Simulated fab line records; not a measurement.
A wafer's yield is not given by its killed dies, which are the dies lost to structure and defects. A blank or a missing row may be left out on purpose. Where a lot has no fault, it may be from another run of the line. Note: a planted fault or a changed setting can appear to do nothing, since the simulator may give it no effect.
Chamber matching | flow sfqLine | SFQ_TRILAYER_I2_VIA_BARC_OPEN_VIA_ETCH_096 on rieDiel-04: 4 sister chambers
The step etches BARC in O2, target depth 125 nm, time 41.7 s. 4 wafers are shown with their chamber, then 6 later ones without.

## EACH WAFER AND ITS CHAMBER
wafer  | chamber | oesProductAu (a.u.)
L478.3 | 0       | 0.700
L486.6 | 3       | 0.681
L490.2 | 1       | 0.679
L490.5 | 2       | 0.682

## WAFERS WITH NO CHAMBER GIVEN
wafer  | oesProductAu (a.u.)
L492.1 | 0.683
L492.2 | 0.681
L492.6 | 0.685
L493.2 | 0.686
L493.4 | 0.681
L493.6 | 0.687

## WHICH CHAMBER EACH ONE RAN IN
wafer  | from the rows above          | in truth
L492.1 | can't be placed: 2 or 3 or 1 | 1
L492.2 | can't be placed: 3 or 2 or 1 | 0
L492.6 | can't be placed: 2 or 3 or 1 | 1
L493.2 | can't be placed: 2 or 3 or 1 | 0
L493.4 | can't be placed: 3 or 2 or 1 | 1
L493.6 | can't be placed: 2 or 3 or 1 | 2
0 of 6 placed correctly. From these rows, 6 cannot be placed; in 4 the true chamber is one of the candidates. Wrongly placed: 0.
How it was worked out, from the rows above alone: a wafer's distance from a chamber is the root of the sum, over the readings, of the square of ((its reading less the chamber's mean) divided by the reading's scatter). The wafer belongs to the nearest chamber; if the next one is less than 2 further off, it can't be placed. The mean given for a chamber averages the wafers shown for that chamber. The scatter: with one shown wafer a chamber, the root of the mean of the squares of how far each hidden wafer lies from its nearest shown one.
